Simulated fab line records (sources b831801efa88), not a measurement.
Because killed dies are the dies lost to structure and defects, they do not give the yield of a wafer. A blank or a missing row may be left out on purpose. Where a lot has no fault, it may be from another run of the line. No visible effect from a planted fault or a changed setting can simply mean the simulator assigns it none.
Struck lot and sound lot, side by side	flow gf180mcu	14 steps out of a route of 602
Sound: these wafers, L295.1, L295.3, L295.5. Wafers L307.1, L307.4, L307.6 were the ones struck. The cause comes at the end.
For every step that has rows: the tool of each side, followed by ch and its chambers, followed by its first start. Under that, the readings that differ: sound wafers	struck wafers	difference of the means	sigmas: that difference in standard deviations of wafers without a fault.
alike: words and numbers the same on both sides, and readings whose means are apart by under 2 such deviations; not compared: readings that were withheld, readings missing a value for some wafer, numbers with overlapping values and no deviation given by the record, and bounds like >300 which may hide the same value.
The two part at a step that has a row with sigmas, a row that says differs or no value, or rows on one side only. Numbers that have no deviation but don't overlap get no sigmas and don't part them. A reading missing from all wafers of one side parts the sides only when that side holds two or more wafers.

first, 1 step without rows for these wafers: GF_HV_LDD_DEVELOP_06 (develop time 60 s).
GF_HV_LDD_CD_MEAS_07 targets a cd of 400 nm.
  sound: cd-sem-02 at day 11 22:32; struck: cd-sem-02 at day 15 18:16
  alike: cd-nm
GF_HV_LDD_OVL_MEAS_08:
  sound: overlay-01 at day 11 22:40; struck: overlay-01 at day 15 18:23
reading	sound	struck	difference	sigmas
HV_LDD_OVL (nm)	4.3 3.1 3.8	0.1 -2.3 0.1	-4.4	-3
following that, these wafers have no rows for 1 step: GF_HV_LDD_IMPLANT_09.
GF_HV_LDD_STRIP_10: strips in O2/N2.
  sound on plasma-asher-03 ch 1, day 11 22:51; struck on plasma-asher-01 ch 0,1, day 15 18:35
  alike: drypump-motor-current-A, heater-power-w, oes-product-au, strip-time-to-endpoint-s
  not compared: rf-hours-counter-h
GF_HV_LDD_TW_MEAS_11:
  sound: film-metro-01 at day 11 22:57; struck: film-metro-03 at day 15 18:41
reading	sound	struck	difference	sigmas
HV_LDD_TW	2361 2367 2363	2398 2386 2403	+32	+2
then, 6 steps without rows for these wafers: GF_HV_LDD_DEHYDRATE_12 (time 60 s); GF_HV_LDD_HMDS_13 (prime time 60 s); GF_HV_LDD_COAT_14 (resist thk 1000 nm); GF_HV_LDD_SOFTBAKE_15 (time 60 s); GF_HV_LDD_EXPOSE_16 (exposes mask Pplus LV AREA, target cd 400 nm); GF_HV_LDD_PEB_17.
GF_HV_LDD_DEVELOP_18: develop time 60 s.
  struck on litho-track-02, day 16 16:16; sound on litho-track-01 ch 0, day 12 17:58
  no value came back on the struck wafers for chill-plate-temp-C (C), develop-time-s (s); on the sound wafers chill-plate-temp-C (C) reads 23.09 22.88 22.90
GF_HV_LDD_CD_MEAS_19 targets a cd of 400 nm.
  sound: cd-sem-02 at day 12 18:07; struck: cd-sem-01 at day 16 16:25
reading	sound	struck	difference	sigmas
cd-nm (nm)	397.7 399.8 399.2	- - -	no value on the struck wafers	

WHERE THEY PART
At GF_HV_LDD_OVL_MEAS_08 first; at GF_HV_LDD_CD_MEAS_19 last (within this record only).

WHY: the cause the simulator had injected
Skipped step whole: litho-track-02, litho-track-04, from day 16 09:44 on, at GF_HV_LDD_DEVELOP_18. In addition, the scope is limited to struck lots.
